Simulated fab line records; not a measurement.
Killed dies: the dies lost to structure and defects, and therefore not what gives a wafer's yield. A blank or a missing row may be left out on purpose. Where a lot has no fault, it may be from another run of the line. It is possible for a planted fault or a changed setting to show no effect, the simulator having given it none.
Matching of chambers    flow sfq line    rie diel-03 running SFQ_TRILAYER_I5_BARC_OPEN_VIA_ETCH_200: 4 sister chambers
The step etches BARC in O2, target depth 125 nm, time 41.7 s. 8 wafers are shown with their chamber, then 7 later ones without.

WAFERS PAIRED WITH THEIR CHAMBERS
wafer   chamber  oes product au (a.u.)
L605.1  1        0.688
L607.2  1        0.690
L607.6  2        0.687
L612.2  0        0.683
L612.5  0        0.684
L612.6  3        0.683
L614.4  3        0.680
L614.5  2        0.681

WAFERS WHOSE CHAMBER IS MISSING
wafer   oes product au (a.u.)
L614.6  0.679
L615.2  0.682
L615.4  0.688
L615.6  0.688
L620.2  0.692
L620.4  0.696
L620.5  0.690

EACH ONE'S CHAMBER
wafer   from the rows above           in truth
L614.6  can't be placed: 3 or 0 or 2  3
L615.2  can't be placed: 3 or 0 or 2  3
L615.4  can't be placed: 1 or 2 or 0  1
L615.6  can't be placed: 1 or 2 or 0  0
L620.2  can't be placed: 1 or 2       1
L620.4  can't be placed: 1 or 2       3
L620.5  can't be placed: 1 or 2       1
Correct placement for 0 of the 7. Not placeable from these rows: 7 (in 6, the candidates include the true chamber). Number placed wrongly: 0.
How it was worked out, from the rows above alone: a wafer's distance from a chamber is the root of the sum, over the readings, of the square of ((its reading less the chamber's mean) divided by the reading's scatter). The wafer belongs to the nearest chamber; if the next one is less than 2 further off, it can't be placed. The mean given for a chamber averages the wafers shown for that chamber. The scatter: the root of (the sum of the squares of (reading less its chamber's mean) over the shown wafers, divided by (wafers less chambers)).
